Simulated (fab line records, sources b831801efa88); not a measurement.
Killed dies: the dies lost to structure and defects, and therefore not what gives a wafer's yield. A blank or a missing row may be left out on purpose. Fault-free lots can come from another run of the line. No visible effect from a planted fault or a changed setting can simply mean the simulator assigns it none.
The same fault as seen by 2 desks -- flow sky130 -- what lay behind the numbers comes last; until then each desk has only its own

## TOOL OWNER'S DESK, furnace-01
The tool's own readings at SKY_FIELD_ISO_OXIDATION_22 (stabilise 600 s, purge 300 s, target thk 10 nm): means of the sampled wafers that have a number, for each lot that ran on this tool. The brackets show how far a lot's mean lies from the usual mean; more than 4 standard deviations puts the lot out of limits, marked OUT.
Columns: A = spikeTcUpperC at SKY_FIELD_ISO_OXIDATION_22, usual 947.9 C; B = zonePowerBottomPct at SKY_FIELD_ISO_OXIDATION_22, usual 35 %; C = zonePowerUpperPct at SKY_FIELD_ISO_OXIDATION_22, usual 18.6 %
lot,first seen here,A,B,C
L708,day 2 07:27,947.7,31,20.6
L709,day 2 12:38,945.5,30,20.4
L710,day 2 16:39,947.0,31,20.4
L711,day 2 20:43,947.4,31,20.5
L713,day 3 10:22,946.7,30,20.2
L721,day 5 02:49,948.2,31,20.3
L722,day 5 08:18,946.8,30,20.3
Result from this desk: across the 7 lots, nothing is out of limits.

## METROLOGY DESK
What the gauges read, lot by lot, whatever tool the lot ran on: means of the sampled wafers that have a number. The brackets show how far a lot's mean lies from the usual mean; more than 4 standard deviations puts the lot out of limits, marked OUT.
Columns: A = FIELD_ISO_OXIDATION_01_THK at SKY_FIELD_ISO_THK_MEAS_23, usual 10.06 nm; B = VT_ADJUST_LVTN_01_OVL at SKY_VT_ADJUST_LVTN_OVL_MEAS_18, usual -0.2 nm; C = POLY_GATE_TW at SKY_RES_PROTECT_TW_MEAS_08, usual 4049
lot,first seen here,A,B,C
L708,day 2 08:38,10.29,-1.1,4020
L709,day 2 13:49,10.06,-0.4,4044
L710,day 2 17:50,9.99,-0.5,4016
L711,day 2 21:54,10.02,-0.1,4031
L713,day 3 11:32,10.20,-1.9,4052
L721,day 5 04:01,13.07 (+23) OUT,0.1,4082
L722,day 5 09:30,13.28 (+25) OUT,0.4,4044
L724,day 5 22:44,10.07,-0.3,4041
L727,day 6 11:07,9.99,-1.1,4042
L729,day 6 23:35,10.21,-1.6,4099
L731,day 7 05:01,10.18,0.5,4029
L730,day 7 05:01,10.16,0.3,4104
This desk's finding: out of limits on L721, L722; first on L721, day 5 04:01 (FIELD_ISO_OXIDATION_01_THK at SKY_FIELD_ISO_THK_MEAS_23). Within limits: L708, L709, L710, L711, L713, L724, L727, L729, L731, L730.

## PUT TOGETHER
An alarm was possible from the metrology desk at day 5 04:01, on L721, L722.
The tool owner's desk saw nothing out of limits.
On record at the tool owner's desk: L721, L722, within its limits.
All the named lots went through SKY_FIELD_ISO_OXIDATION_22 on furnace-01.

## WHAT THE SIMULATOR PUT IN
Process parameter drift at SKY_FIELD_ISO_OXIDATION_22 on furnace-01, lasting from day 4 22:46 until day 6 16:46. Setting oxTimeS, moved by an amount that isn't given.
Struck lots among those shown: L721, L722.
Per desk, hours elapsed from the start of the fault to the first reading out of limits: for the metrology desk, 5.
